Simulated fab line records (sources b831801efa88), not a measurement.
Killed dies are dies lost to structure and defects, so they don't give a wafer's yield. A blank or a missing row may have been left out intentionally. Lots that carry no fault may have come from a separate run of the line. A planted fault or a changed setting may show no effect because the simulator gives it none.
fab line records	flow sky130
[record] lots = 24	wafers = 72	last_day = 50
route steps=708 shown SD_P@328 METAL1@436 METAL2@485 CAPM@541 VIA3@593
lots untouched by any fault: they come from a run of this same line in which no faults occurred
start_h: start of the lot's first displayed wafer, in hours after the record's first day	wait_h: how many hours have passed since the lot's step before this one	" repeats the value in the row above	L1.1+2: one row covering several wafers at once	- no value present, or no start provided	* or withheld: withheld	< > ~ a bound
route shown NAME@n: a module of which the file shows steps, and the number in the route of the first	usual: mean/standard deviation of fault-free wafers	same: alike in all rows	chamber/n: place in a boat	sites: each site's reading	_std_site: standard deviation of those values	_edge_site: inner sites' mean taken away from outer sites' mean	radius_mm: how far each site lies from the wafer's centre	mask NAME#n: copy n	behind: the last tool/chamber to shape the wafer	hold: the reason the lot was held/the length of the hold in hours/how it ended	device: the n, p or np transistor that did not switch	end of line: at the end of the route, the tests of the same wafers	where a step has no rows: the recipe by itself	killed: the dies lost at the first sort to structure and to defects; this is not the yield of the wafer	map: shows each die of a wafer: x if killed, . if not, _ if none is there
set.NAME: the setting that was run; set.NAME@STEP: the one run at that earlier step	model.NAME: the simulator's own value behind a step, which no gauge read
the route's steps for a sample of lots (tables are steps, rows are wafers)
services: the hour from which a tool's chamber was out of use, counted from the record's first day as start_h (under 0 if before that day), plus the number of hours and why
[[steps]]
[step SKY_SD_P_OVL_MEAS_08]
[usual] SD_P_OVL = 0.8/1.4
lot.wafer	tool	chamber	start_h	wait_h	SD_P_OVL[nm]
L074.1	overlay-01	-	583.15	0.1	2.5
L074.2	"	-	"	"	1.0
L074.6	"	-	"	"	0.3
L075.2	overlay-01	-	596.07	0.1	-1.8
L075.3	"	-	"	"	-0.5
L075.4	"	-	"	"	-0.1
L076.4	overlay-01	-	604.32	0.1	3.3
L076.5	"	-	"	"	1.3
L076.6	"	-	"	"	0.4
L077.3	overlay-01	-	615.69	0.1	1.1
L077.4	"	-	"	"	2.1
L077.5	"	-	"	"	0.8
L078.3	overlay-02	-	623.87	0.1	0.8
L078.5	"	-	"	"	0.1
L078.6	"	-	"	"	-0.1
L079.1	overlay-01	-	635.50	0.1	0.1
L079.4	"	-	"	"	-1.9
L079.6	"	-	"	"	-1.1
L080.1	overlay-02	-	647.56	0.1	2.3
L080.3	"	-	"	"	1.8
L080.5	"	-	"	"	1.1
L081.1	overlay-02	-	654.15	0.1	0.6
L081.2	"	-	"	"	0.4
L081.3	"	-	"	"	-0.4
L082.1	overlay-01	-	660.10	0.1	2.7
L082.2	"	-	"	"	2.4
L082.3	"	-	"	"	4.6
L083.1	overlay-02	-	662.71	0.1	0.1
L083.4	"	-	"	"	-0.5
L083.6	"	-	"	"	-0.3
L084.1	overlay-02	-	678.75	0.1	-0.1
L084.3	"	-	"	"	-0.4
L084.4	"	-	"	"	0.8
L085.2	overlay-01	-	687.74	0.1	0.3
L085.3	"	-	"	"	0.0
L085.4	"	-	"	"	1.7
L086.3	overlay-02	-	690.67	0.1	2.5
L086.4	"	-	"	"	2.7
L086.6	"	-	"	"	2.6
L087.2	overlay-01	-	699.89	0.1	-0.3
L087.3	"	-	"	"	2.4
L087.5	"	-	"	"	0.3
L088.3	overlay-01	-	705.52	0.1	-2.0
L088.5	"	-	"	"	0.8
L088.6	"	-	"	"	-1.3
L089.2	overlay-02	-	709.86	0.1	1.8
L089.5	"	-	"	"	1.9
L089.6	"	-	"	"	1.1
L090.2	overlay-02	-	726.91	0.1	1.6
L090.5	"	-	"	"	2.7
L090.6	"	-	"	"	3.4
L091.1	overlay-02	-	728.20	0.1	0.4
L091.4	"	-	"	"	-0.7
L091.5	"	-	"	"	0.0
L092.1	overlay-01	-	739.80	0.1	2.1
L092.5	"	-	"	"	1.3
L092.6	"	-	"	"	0.1
L093.2	overlay-02	-	744.71	0.1	3.8
L093.3	"	-	"	"	2.6
L093.5	"	-	"	"	2.4
L094.3	overlay-02	-	754.22	0.1	0.0
L094.5	"	-	"	"	-0.7
L094.6	"	-	"	"	1.3
L095.1	overlay-02	-	762.80	0.1	-0.4
L095.2	"	-	"	"	2.0
L095.6	"	-	"	"	1.0
L096.1	overlay-01	-	774.83	0.1	0.1
L096.3	"	-	"	"	-1.3
L096.5	"	-	"	"	-0.9
L097.2	overlay-02	-	782.21	0.1	0.3
L097.3	"	-	"	"	0.7
L097.5	"	-	"	"	1.2
[step SKY_METAL1_SPUTTER_02]
[recipe] material = AlCu	target_thk_nm = 250	power_w = 10600	time_s = 13.3	chamber_pressure_pa = 0.4
[usual] throttle_valve_pct = 29.4/1.3
lot.wafer	tool	chamber	start_h	wait_h	throttle_valve_pct
L074.1	pvd_sputter-02	-	733.82	0.0	30.8
L074.2	"	-	"	"	27.4
L074.6	"	-	"	"	31.1
L075.2	pvd_sputter-04	-	747.03	0.0	27.4
L075.3	"	-	"	"	28.4
L075.4	"	-	"	"	29.9
L076.4	pvd_sputter-02	-	755.89	0.0	29.3
L076.5	"	-	"	"	31.0
L076.6	"	-	"	"	27.5
L077.3	pvd_sputter-04	-	764.18	0.0	30.1
L077.4	"	-	"	"	27.5
L077.5	"	-	"	"	29.1
L078.3	pvd_sputter-02	-	772.12	0.0	29.1
L078.5	"	-	"	"	29.0
L078.6	"	-	"	"	29.9
L079.1	pvd_sputter-03	-	783.07	0.0	29.3
L079.4	"	-	"	"	31.2
L079.6	"	-	"	"	31.4
L080.1	pvd_sputter-04	-	792.95	0.0	27.6
L080.3	"	-	"	"	28.8
L080.5	"	-	"	"	27.6
L081.1	pvd_sputter-04	-	799.39	0.0	28.8
L081.2	"	-	"	"	29.3
L081.3	"	-	"	"	29.8
L082.1	pvd_sputter-04	-	806.99	0.0	30.2
L082.2	"	-	"	"	27.6
L082.3	"	-	"	"	28.8
L083.1	pvd_sputter-02	-	807.37	0.0	29.9
L083.4	"	-	"	"	30.8
L083.6	"	-	"	"	27.4
L084.1	pvd_sputter-02	-	823.10	0.0	27.6
L084.3	"	-	"	"	31.2
L084.4	"	-	"	"	29.0
L085.2	pvd_sputter-02	-	830.30	0.0	31.0
L085.3	"	-	"	"	27.6
L085.4	"	-	"	"	29.0
L086.3	pvd_sputter-03	-	833.84	0.0	31.6
L086.4	"	-	"	"	32.6
L086.6	"	-	"	"	31.1
L087.2	pvd_sputter-04	-	840.14	0.0	30.2
L087.3	"	-	"	"	28.7
L087.5	"	-	"	"	30.2
L088.3	pvd_sputter-02	-	844.55	0.0	29.8
L088.5	"	-	"	"	29.1
L088.6	"	-	"	"	27.5
L089.2	pvd_sputter-02	-	848.81	0.0	29.8
L089.5	"	-	"	"	27.5
L089.6	"	-	"	"	29.6
L090.2	pvd_sputter-03	-	865.66	0.0	29.6
L090.5	"	-	"	"	29.8
L090.6	"	-	"	"	29.5
L091.1	pvd_sputter-03	-	866.56	0.0	29.9
L091.4	"	-	"	"	31.4
L091.5	"	-	"	"	29.4
L092.1	pvd_sputter-02	-	876.94	0.0	30.7
L092.5	"	-	"	"	27.7
L092.6	"	-	"	"	29.5
L093.2	pvd_sputter-04	-	882.88	0.0	27.8
L093.3	"	-	"	"	30.0
L093.5	"	-	"	"	29.1
L094.3	pvd_sputter-04	-	891.73	0.0	27.7
L094.5	"	-	"	"	30.1
L094.6	"	-	"	"	28.5
L095.1	pvd_sputter-02	-	899.29	0.0	31.1
L095.2	"	-	"	"	29.8
L095.6	"	-	"	"	29.8
L096.1	pvd_sputter-03	-	912.70	0.0	29.7
L096.3	"	-	"	"	31.3
L096.5	"	-	"	"	29.7
L097.2	pvd_sputter-02	-	917.56	0.0	29.8
L097.3	"	-	"	"	29.4
L097.5	"	-	"	"	27.6
[step SKY_METAL1_RS_MEAS_05]
[recipe] thk_meas_gauge = four-point-probe	reads = TiN_of_METAL1_SPUTTER_04+Ti_of_METAL1_SPUTTER_03+AlCu_of_METAL1_SPUTTER_02+TiN_of_METAL1_SPUTTER_01+Ti_of_METAL1_SPUTTER_00
[usual] METAL1_ALCU_RS = 0.1278/0.0016
lot.wafer	tool	chamber	start_h	wait_h	METAL1_ALCU_RS[ohm/sq]
L074.1	film_metro-03	-	733.91	0.0	0.1275
L074.2	"	-	"	"	0.1272
L074.6	"	-	"	"	0.1274
L075.2	film_metro-02	-	747.14	0.0	0.1293
L075.3	"	-	"	"	0.1284
L075.4	"	-	"	"	0.1310
L076.4	film_metro-02	-	756.04	0.1	0.1270
L076.5	"	-	"	"	0.1288
L076.6	"	-	"	"	0.1294
L077.3	film_metro-03	-	764.31	0.1	0.1289
L077.4	"	-	"	"	0.1289
L077.5	"	-	"	"	0.1285
L078.3	film_metro-03	-	772.25	0.1	0.1283
L078.5	"	-	"	"	0.1270
L078.6	"	-	"	"	0.1276
L079.1	film_metro-04	-	783.16	0.0	0.1284
L079.4	"	-	"	"	0.1275
L079.6	"	-	"	"	0.1276
L080.1	film_metro-04	-	793.04	0.0	0.1262
L080.3	"	-	"	"	0.1258
L080.5	"	-	"	"	0.1272
L081.1	film_metro-04	-	799.48	0.0	0.1283
L081.2	"	-	"	"	0.1300
L081.3	"	-	"	"	0.1315
L082.1	film_metro-02	-	807.08	0.0	0.1276
L082.2	"	-	"	"	0.1276
L082.3	"	-	"	"	0.1251
L083.1	film_metro-02	-	807.46	0.0	0.1266
L083.4	"	-	"	"	0.1288
L083.6	"	-	"	"	0.1276
L084.1	film_metro-02	-	823.19	0.0	0.1282
L084.3	"	-	"	"	0.1294
L084.4	"	-	"	"	0.1274
L085.2	film_metro-02	-	830.42	0.0	0.1290
L085.3	"	-	"	"	0.1289
L085.4	"	-	"	"	0.1280
L086.3	film_metro-03	-	833.97	0.1	0.1239
L086.4	"	-	"	"	0.1285
L086.6	"	-	"	"	0.1241
L087.2	film_metro-04	-	840.25	0.0	0.1310
L087.3	"	-	"	"	0.1293
L087.5	"	-	"	"	0.1308
L088.3	film_metro-03	-	844.68	0.1	0.1274
L088.5	"	-	"	"	0.1270
L088.6	"	-	"	"	0.1295
L089.2	film_metro-04	-	848.92	0.0	0.1251
L089.5	"	-	"	"	0.1277
L089.6	"	-	"	"	0.1264
L090.2	film_metro-04	-	865.77	0.0	0.1269
L090.5	"	-	"	"	0.1302
L090.6	"	-	"	"	0.1272
L091.1	film_metro-04	-	866.65	0.0	0.1284
L091.4	"	-	"	"	0.1254
L091.5	"	-	"	"	0.1265
L092.1	film_metro-03	-	877.03	0.0	0.1286
L092.5	"	-	"	"	0.1276
L092.6	"	-	"	"	0.1256
L093.2	film_metro-02	-	882.99	0.0	0.1273
L093.3	"	-	"	"	0.1300
L093.5	"	-	"	"	0.1282
L094.3	film_metro-02	-	891.86	0.1	0.1268
L094.5	"	-	"	"	0.1293
L094.6	"	-	"	"	0.1279
L095.1	film_metro-03	-	899.39	0.0	0.1294
L095.2	"	-	"	"	0.1267
L095.6	"	-	"	"	0.1279
L096.1	film_metro-02	-	912.79	0.0	0.1291
L096.3	"	-	"	"	0.1252
L096.5	"	-	"	"	0.1287
L097.2	film_metro-02	-	917.67	0.0	0.1243
L097.3	"	-	"	"	0.1252
L097.5	"	-	"	"	0.1260
[step SKY_METAL2_SPUTTER_02]
[recipe] material = AlCu	target_thk_nm = 250	power_w = 10600	time_s = 13.3	chamber_pressure_pa = 0.4
[usual] throttle_valve_pct = 30.3/1.3
lot.wafer	tool	chamber	start_h	wait_h	throttle_valve_pct
L074.1	pvd_sputter-03	-	791.68	0.0	29.7
L074.2	"	-	"	"	32.5
L074.6	"	-	"	"	32.2
L075.2	pvd_sputter-04	-	803.38	0.0	28.8
L075.3	"	-	"	"	29.2
L075.4	"	-	"	"	27.8
L076.4	pvd_sputter-03	-	811.44	0.0	29.5
L076.5	"	-	"	"	31.5
L076.6	"	-	"	"	29.8
L077.3	pvd_sputter-04	-	820.35	0.0	28.7
L077.4	"	-	"	"	29.0
L077.5	"	-	"	"	27.4
L078.3	pvd_sputter-03	-	828.26	0.0	29.7
L078.5	"	-	"	"	29.3
L078.6	"	-	"	"	29.6
L079.1	pvd_sputter-01	-	838.56	0.0	28.7
L079.4	"	-	"	"	28.9
L079.6	"	-	"	"	28.9
L080.1	pvd_sputter-01	-	848.28	0.0	30.3
L080.3	"	-	"	"	28.8
L080.5	"	-	"	"	28.8
L081.1	pvd_sputter-03	-	854.20	0.0	31.5
L081.2	"	-	"	"	32.5
L081.3	"	-	"	"	29.7
L082.1	pvd_sputter-03	-	862.40	0.0	29.4
L082.2	"	-	"	"	32.3
L082.3	"	-	"	"	29.3
L083.1	pvd_sputter-03	-	862.75	0.0	29.6
L083.4	"	-	"	"	31.4
L083.6	"	-	"	"	29.9
L084.1	pvd_sputter-03	-	877.58	0.0	31.2
L084.3	"	-	"	"	29.9
L084.4	"	-	"	"	32.4
L085.2	pvd_sputter-03	-	884.76	0.0	32.3
L085.3	"	-	"	"	29.8
L085.4	"	-	"	"	31.2
L086.3	pvd_sputter-03	-	890.05	0.0	29.5
L086.4	"	-	"	"	32.3
L086.6	"	-	"	"	29.4
L087.2	pvd_sputter-03	-	894.73	0.0	29.3
L087.3	"	-	"	"	29.8
L087.5	"	-	"	"	29.7
L088.3	pvd_sputter-03	-	899.05	0.0	29.7
L088.5	"	-	"	"	29.6
L088.6	"	-	"	"	31.4
L089.2	pvd_sputter-03	-	901.58	0.0	29.4
L089.5	"	-	"	"	31.1
L089.6	"	-	"	"	29.6
L090.2	pvd_sputter-03	-	919.68	0.0	32.5
L090.5	"	-	"	"	29.8
L090.6	"	-	"	"	32.2
L091.1	pvd_sputter-03	-	920.23	0.0	29.9
L091.4	"	-	"	"	29.6
L091.5	"	-	"	"	32.5
L092.1	pvd_sputter-04	-	929.63	0.0	30.4
L092.5	"	-	"	"	30.0
L092.6	"	-	"	"	28.9
L093.2	pvd_sputter-03	-	936.04	0.0	32.3
L093.3	"	-	"	"	29.6
L093.5	"	-	"	"	29.7
L094.3	pvd_sputter-03	-	944.64	0.0	31.3
L094.5	"	-	"	"	31.3
L094.6	"	-	"	"	29.8
L095.1	pvd_sputter-03	-	951.46	0.0	31.3
L095.2	"	-	"	"	29.6
L095.6	"	-	"	"	31.1
L096.1	pvd_sputter-01	-	964.68	0.0	28.9
L096.3	"	-	"	"	30.3
L096.5	"	-	"	"	29.6
L097.2	pvd_sputter-03	-	968.51	0.0	31.3
L097.3	"	-	"	"	32.4
L097.5	"	-	"	"	32.5
[step SKY_CAPM_THK_MEAS_04]
[recipe] thk_meas_gauge = xrf	reads = TiN_of_CAPM_SPUTTER_02
[usual] CAPM_TIN_THK = 196.9/2.6
lot.wafer	tool	chamber	start_h	wait_h	CAPM_TIN_THK[nm]
L074.1	film_metro-03	-	847.33	0.1	191.8
L074.2	"	-	"	"	195.0
L074.6	"	-	"	"	190.9
L075.2	film_metro-02	-	861.64	0.1	196.9
L075.3	"	-	"	"	196.6
L075.4	"	-	"	"	198.1
L076.4	film_metro-02	-	866.41	0.1	197.0
L076.5	"	-	"	"	196.5
L076.6	"	-	"	"	197.7
L077.3	film_metro-03	-	875.83	0.1	198.9
L077.4	"	-	"	"	196.4
L077.5	"	-	"	"	199.2
L078.3	film_metro-04	-	883.96	0.1	197.2
L078.5	"	-	"	"	197.7
L078.6	"	-	"	"	196.0
L079.1	film_metro-03	-	893.61	0.1	198.4
L079.4	"	-	"	"	198.2
L079.6	"	-	"	"	194.0
L080.1	film_metro-04	-	901.69	0.1	195.3
L080.3	"	-	"	"	197.8
L080.5	"	-	"	"	199.6
L081.1	film_metro-04	-	909.11	0.1	195.6
L081.2	"	-	"	"	196.3
L081.3	"	-	"	"	196.7
L082.1	film_metro-02	-	916.42	0.1	193.8
L082.2	"	-	"	"	197.2
L082.3	"	-	"	"	198.0
L083.1	film_metro-04	-	917.85	0.1	199.4
L083.4	"	-	"	"	196.7
L083.6	"	-	"	"	199.9
L084.1	film_metro-04	-	930.54	0.1	194.3
L084.3	"	-	"	"	193.3
L084.4	"	-	"	"	197.7
L085.2	film_metro-04	-	938.16	0.1	196.5
L085.3	"	-	"	"	200.5
L085.4	"	-	"	"	197.8
L086.3	film_metro-02	-	943.10	0.1	197.3
L086.4	"	-	"	"	198.8
L086.6	"	-	"	"	194.8
L087.2	film_metro-02	-	948.14	0.1	197.5
L087.3	"	-	"	"	193.5
L087.5	"	-	"	"	193.1
L088.3	film_metro-03	-	951.60	0.1	196.7
L088.5	"	-	"	"	195.6
L088.6	"	-	"	"	199.3
L089.2	film_metro-02	-	954.27	0.1	199.9
L089.5	"	-	"	"	197.9
L089.6	"	-	"	"	195.7
L090.2	film_metro-02	-	970.83	0.1	197.5
L090.5	"	-	"	"	194.5
L090.6	"	-	"	"	198.0
L091.1	film_metro-02	-	971.97	0.1	199.1
L091.4	"	-	"	"	201.1
L091.5	"	-	"	"	200.2
L092.1	film_metro-04	-	981.60	0.1	197.4
L092.5	"	-	"	"	196.8
L092.6	"	-	"	"	198.5
L093.2	film_metro-02	-	987.84	0.1	197.2
L093.3	"	-	"	"	195.7
L093.5	"	-	"	"	195.7
L094.3	film_metro-03	-	996.79	0.1	196.2
L094.5	"	-	"	"	193.8
L094.6	"	-	"	"	197.3
L095.1	film_metro-04	-	1002.62	0.1	199.5
L095.2	"	-	"	"	201.2
L095.6	"	-	"	"	201.5
L096.1	film_metro-03	-	1015.21	0.1	196.0
L096.3	"	-	"	"	198.9
L096.5	"	-	"	"	197.8
L097.2	film_metro-04	-	1019.04	0.1	193.3
L097.3	"	-	"	"	192.9
L097.5	"	-	"	"	198.1
[step SKY_VIA3_SPUTTER_20]
[recipe] material = TiN	target_thk_nm = 20	chamber_pressure_pa = 5	power_w = 4000	time_s = 80
[usual] throttle_valve_pct = 29.6/1.2
lot.wafer	tool	chamber	start_h	wait_h	throttle_valve_pct
L074.1	pvd_sputter-01	-	925.78	0.0	28.9
L074.2	"	-	"	"	28.7
L074.6	"	-	"	"	28.8
L075.2	pvd_sputter-03	-	939.49	0.0	32.4
L075.3	"	-	"	"	29.8
L075.4	"	-	"	"	32.3
L076.4	pvd_sputter-03	-	947.23	0.0	29.4
L076.5	"	-	"	"	29.6
L076.6	"	-	"	"	29.7
L077.3	pvd_sputter-04	-	952.08	0.0	28.7
L077.4	"	-	"	"	29.1
L077.5	"	-	"	"	30.1
L078.3	pvd_sputter-04	-	961.48	0.0	27.7
L078.5	"	-	"	"	28.8
L078.6	"	-	"	"	29.0
L079.1	pvd_sputter-04	-	969.97	0.0	30.0
L079.4	"	-	"	"	27.3
L079.6	"	-	"	"	27.4
L080.1	pvd_sputter-04	-	978.22	0.0	29.1
L080.3	"	-	"	"	30.2
L080.5	"	-	"	"	29.2
L081.1	pvd_sputter-04	-	985.02	0.0	30.0
L081.2	"	-	"	"	27.5
L081.3	"	-	"	"	29.0
L082.1	pvd_sputter-01	-	990.78	0.0	28.9
L082.2	"	-	"	"	30.3
L082.3	"	-	"	"	29.4
L083.1	pvd_sputter-04	-	992.88	0.0	29.1
L083.4	"	-	"	"	29.8
L083.6	"	-	"	"	30.2
L084.1	pvd_sputter-03	-	1005.43	0.0	32.2
L084.3	"	-	"	"	31.3
L084.4	"	-	"	"	29.5
L085.2	pvd_sputter-04	-	1013.13	0.0	29.2
L085.3	"	-	"	"	27.7
L085.4	"	-	"	"	28.7
L086.3	pvd_sputter-04	-	1016.06	0.0	28.5
L086.4	"	-	"	"	30.0
L086.6	"	-	"	"	27.5
L087.2	pvd_sputter-03	-	1021.55	0.0	31.3
L087.3	"	-	"	"	30.0
L087.5	"	-	"	"	29.7
L088.3	pvd_sputter-01	-	1024.95	0.0	30.1
L088.5	"	-	"	"	28.8
L088.6	"	-	"	"	29.7
L089.2	pvd_sputter-03	-	1028.05	0.0	32.6
L089.5	"	-	"	"	29.8
L089.6	"	-	"	"	29.5
L090.2	pvd_sputter-03	-	1044.28	0.0	29.7
L090.5	"	-	"	"	32.1
L090.6	"	-	"	"	29.9
L091.1	pvd_sputter-04	-	1044.41	0.0	28.9
L091.4	"	-	"	"	29.1
L091.5	"	-	"	"	27.6
L092.1	pvd_sputter-03	-	1053.18	0.0	31.1
L092.5	"	-	"	"	31.3
L092.6	"	-	"	"	32.2
L093.2	pvd_sputter-04	-	1058.84	0.0	29.3
L093.3	"	-	"	"	27.7
L093.5	"	-	"	"	29.0
L094.3	pvd_sputter-01	-	1066.62	0.0	28.9
L094.5	"	-	"	"	30.4
L094.6	"	-	"	"	29.5
L095.1	pvd_sputter-03	-	1073.22	0.0	31.7
L095.2	"	-	"	"	30.1
L095.6	"	-	"	"	29.4
L096.1	pvd_sputter-03	-	1083.80	0.0	32.2
L096.3	"	-	"	"	31.1
L096.5	"	-	"	"	30.0
L097.2	pvd_sputter-01	-	1087.39	0.0	29.7
L097.3	"	-	"	"	30.2
L097.5	"	-	"	"	28.8
[[services]]
tool	chamber	start_h	hours	kind
pvd_sputter-01	-	715.04	0.6	repair
pvd_sputter-01	-	731.53	3.0	repair
pvd_sputter-02	-	750.97	4.7	repair
pvd_sputter-02	-	761.26	8.3	repair
pvd_sputter-03	-	783.16	1.0	repair
pvd_sputter-01	-	789.07	3.5	repair
pvd_sputter-03	-	802.28	6.8	repair
pvd_sputter-04	-	826.72	8.1	repair
pvd_sputter-01	-	830.68	1.8	repair
pvd_sputter-04	-	857.37	13.4	repair
pvd_sputter-01	-	884.84	0.6	repair
pvd_sputter-02	-	887.76	7.1	repair
pvd_sputter-04	-	896.00	9.3	repair
pvd_sputter-04	-	896.28	6.1	repair
pvd_sputter-04	-	898.52	14.9	repair
pvd_sputter-03	1	926.15	-	consumable_replace:kit
pvd_sputter-03	1	926.15	18.0	scheduled_down
pvd_sputter-03	1	926.15	18.0	vent_cycle
pvd_sputter-04	-	938.80	2.7	repair
pvd_sputter-02	-	943.68	0.5	repair
pvd_sputter-01	-	948.57	15.8	repair
pvd_sputter-01	-	1004.35	3.2	repair
pvd_sputter-01	-	1056.52	1.0	repair
pvd_sputter-04	-	1080.14	4.7	repair
[[key]]
fault none
